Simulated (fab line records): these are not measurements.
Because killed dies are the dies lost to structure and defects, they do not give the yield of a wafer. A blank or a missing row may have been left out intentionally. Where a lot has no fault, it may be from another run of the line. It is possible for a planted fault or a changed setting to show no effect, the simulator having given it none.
Which of the tools did it? + flow gf180mcu + 14 lots with 42 wafers sampled at 5 steps, on a route of 602 steps

== WHAT THE GAUGES SHOWED, per wafer ==
GF_HV_LDD_THK_MEAS_57. Usual: for HV_LDD_CVD_56_THK the level is 89.8 nm and the standard deviation is 0.9.
| lot  | measured     | on            | HV_LDD_CVD_56_THK (nm) | flag |
|------|--------------|---------------|------------------------|------|
| L167 | day 12 14:04 | film metro-04 | 91.3 91.0 91.1         |      |
| L168 | day 12 19:32 | film metro-01 | 90.6 91.1 90.2         |      |
| L169 | day 13 04:44 | film metro-03 | 90.7 90.9 89.7         |      |
| L170 | day 13 16:04 | film metro-01 | 91.6 91.9 92.4         |      |
| L172 | day 14 06:31 | film metro-03 | 88.2 88.9 88.5         |      |
| L177 | day 16 05:16 | film metro-04 | 89.9 89.8 90.6         |      |
| L178 | day 16 07:10 | film metro-03 | 90.7 90.7 91.3         |      |
| L179 | day 16 17:08 | film metro-04 | 89.4 90.0 90.3         |      |
| L181 | day 17 11:45 | film metro-01 | 90.6 91.1 90.9         |      |
| L183 | day 17 21:46 | film metro-03 | 90.4 89.8 90.2         |      |
| L186 | day 18 22:49 | film metro-03 | 90.6 90.7 90.7         |      |
| L187 | day 19 10:02 | film metro-04 | 88.6 89.2 89.0         |      |
| L188 | day 19 16:19 | film metro-01 | 88.7 89.1 89.1         |      |
| L190 | day 20 05:25 | film metro-01 | 88.5 89.0 88.7         |      |

GF_PSD_CD_MEAS_07 targets a cd of 400 nm. Usual: 400.4 nm for cd nm, sd 2.8.
| lot  | measured     | on        | cd nm (nm)        | flag |
|------|--------------|-----------|-------------------|------|
| L167 | day 14 06:00 | cd sem-01 | 397.7 394.5 398.1 |      |
| L168 | day 14 12:18 | cd sem-01 | 402.2 401.0 403.1 |      |
| L169 | day 14 22:17 | cd sem-01 | 400.4 402.5 400.7 |      |
| L170 | day 15 10:16 | cd sem-02 | 402.0 402.1 403.4 |      |
| L172 | day 16 01:48 | cd sem-01 | 403.5 401.5 401.0 |      |
| L177 | day 18 02:51 | cd sem-01 | 401.9 400.6 401.4 |      |
| L178 | day 18 04:46 | cd sem-02 | 397.9 397.3 398.4 |      |
| L179 | day 18 14:24 | cd sem-01 | 404.2 404.8 402.7 |      |
| L181 | day 19 11:00 | cd sem-02 | 401.5 401.2 401.9 |      |
| L183 | day 19 22:25 | cd sem-01 | 397.9 397.6 398.9 |      |
| L186 | day 20 23:40 | cd sem-02 | 398.9 398.1 397.9 |      |
| L187 | day 21 10:49 | cd sem-01 | 394.6 393.7 395.5 |      |
| L188 | day 21 15:22 | cd sem-02 | 400.6 403.8 401.0 |      |
| L190 | day 22 05:17 | cd sem-02 | 402.8 402.1 401.6 |      |

GF_SAB_THK_MEAS_01. Usual: for SAB_CVD_00_THK the level is 49.7 nm and the standard deviation is 0.71.
| lot  | measured     | on            | SAB_CVD_00_THK (nm)           | flag |
|------|--------------|---------------|-------------------------------|------|
| L167 | day 14 06:52 | film metro-03 | 50.0 50.8 50.0                |      |
| L168 | day 14 13:13 | film metro-04 | 48.0 48.8 49.2                |      |
| L169 | day 14 23:09 | film metro-02 | 50.3 49.2 51.1                |      |
| L170 | day 15 11:08 | film metro-02 | 49.5 50.1 48.8                |      |
| L172 | day 16 02:40 | film metro-03 | 49.4 49.5 48.6                |      |
| L177 | day 18 03:43 | film metro-02 | 48.7 48.5 49.8                |      |
| L178 | day 18 05:41 | film metro-03 | 65.2 49.6 66.0 65.2 49.6 66.0 | OFF  |
| L179 | day 18 15:16 | film metro-02 | 64.8 49.4 50.0 64.8 49.4 50.0 | OFF  |
| L181 | day 19 11:52 | film metro-04 | 49.5 48.9 49.3                |      |
| L183 | day 19 23:16 | film metro-04 | 49.3 49.7 50.9                |      |
| L186 | day 21 00:32 | film metro-03 | 49.0 49.1 49.3                |      |
| L187 | day 21 11:40 | film metro-03 | 49.4 50.0 49.7                |      |
| L188 | day 21 16:13 | film metro-03 | 49.4 49.7 50.4                |      |
| L190 | day 22 06:08 | film metro-04 | 50.3 49.5 49.9                |      |

GF_CONTACT_BOW_MEAS_05. Usual: for CONTACT_BOW the level is 65 um and the standard deviation is 6.8.
| lot  | measured     | on            | CONTACT_BOW (um) | flag |
|------|--------------|---------------|------------------|------|
| L167 | day 15 05:10 | film metro-04 | 58 69 64         |      |
| L168 | day 15 11:53 | film metro-03 | 59 66 57         |      |
| L169 | day 15 22:24 | film metro-01 | 55 70 66         |      |
| L170 | day 16 10:43 | film metro-03 | 59 60 72         |      |
| L172 | day 17 02:30 | film metro-04 | 53 66 68         |      |
| L177 | day 19 05:41 | film metro-03 | 64 57 75         |      |
| L178 | day 19 06:54 | film metro-03 | 71 71 68         |      |
| L179 | day 19 17:11 | film metro-04 | 75 57 65         |      |
| L181 | day 20 13:45 | film metro-03 | 70 73 62         |      |
| L183 | day 21 00:50 | film metro-04 | 73 55 60         |      |
| L186 | day 22 01:10 | film metro-01 | 63 55 55         |      |
| L187 | day 22 12:23 | film metro-03 | 73 59 70         |      |
| L188 | day 22 17:28 | film metro-04 | 74 67 52         |      |
| L190 | day 23 06:58 | film metro-01 | 71 56 69         |      |

== TOOL THAT RAN EACH LOT (tool first, then ch and the chambers of the sampled wafers, then the start) ==
| lot  | GF_SAB_CVD_00                   |
|------|---------------------------------|
| L167 | pecvd-04 ch 0,2, day 14 06:50   |
| L168 | pecvd-03 ch 1, day 14 13:10     |
| L169 | pecvd-03 ch 1,2, day 14 23:07   |
| L170 | pecvd-03 ch 0,1,2, day 15 11:07 |
| L172 | pecvd-04 ch 0,1,2, day 16 02:38 |
| L177 | pecvd-03 ch 1,2, day 18 03:41   |
| L178 | pecvd-01 ch 0,1, day 18 05:40   |
| L179 | pecvd-01 ch 0,1,2, day 18 15:14 |
| L181 | pecvd-04 ch 0,2, day 19 11:50   |
| L183 | pecvd-04 ch 0,2, day 19 23:14   |
| L186 | pecvd-03 ch 0,2, day 21 00:31   |
| L187 | pecvd-04 ch 0,1,2, day 21 11:39 |
| L188 | pecvd-01 ch 0,2, day 21 16:11   |
| L190 | pecvd-04 ch 0,1, day 22 06:07   |
- GF_SAB_CVD_00: deposits SiO2 from TEOS, target thk 50 nm, time 4.9302 s.

== WHAT THE TOOLS THEMSELVES READ (means of the sampled wafers that have a number; where no wafer has one, the mark that the record gives instead) ==
GF_SAB_CVD_00. Usual: 625 W for heater power w, sd 93.
| lot  | tool     | heater power w (W) | flag |
|------|----------|--------------------|------|
| L167 | pecvd-04 | 654                |      |
| L168 | pecvd-03 | 654                |      |
| L169 | pecvd-03 | 629                |      |
| L170 | pecvd-03 | 583                |      |
| L172 | pecvd-04 | 570                |      |
| L177 | pecvd-03 | 638                |      |
| L178 | pecvd-01 | 732                |      |
| L179 | pecvd-01 | 617                |      |
| L181 | pecvd-04 | 683                |      |
| L183 | pecvd-04 | 719                |      |
| L186 | pecvd-03 | 615                |      |
| L187 | pecvd-04 | 626                |      |
| L188 | pecvd-01 | 713                |      |
| L190 | pecvd-04 | 558                |      |

== THE ANSWER, worked out from the rows above alone ==
Rule: a lot counts as off when the mean over its wafers that have a number is more than 3 standard deviations away from the usual mean. A lot without any number at a reading at which 4 lots or more have one is off too. Any other lot the step has rows for is counted as sound. After the gauges, taken in route order, come the tools' own readings; for these a lot's mean is taken, as printed above. At the first step where some lot is off, the reading lying furthest off is the one used; lots without a number count as furthest.
Off: at GF_SAB_THK_MEAS_01 (SAB_CVD_00_THK), L178, L179.
A tool fits if, at a process step before that reading, it ran every lot that is off, and no sound lot after the first of them. Gauges at GF_SAB_THK_MEAS_01: tried the same way as those tools. None of those tried fits.

== WHAT HAD BEEN PUT IN BY THE SIMULATOR ==
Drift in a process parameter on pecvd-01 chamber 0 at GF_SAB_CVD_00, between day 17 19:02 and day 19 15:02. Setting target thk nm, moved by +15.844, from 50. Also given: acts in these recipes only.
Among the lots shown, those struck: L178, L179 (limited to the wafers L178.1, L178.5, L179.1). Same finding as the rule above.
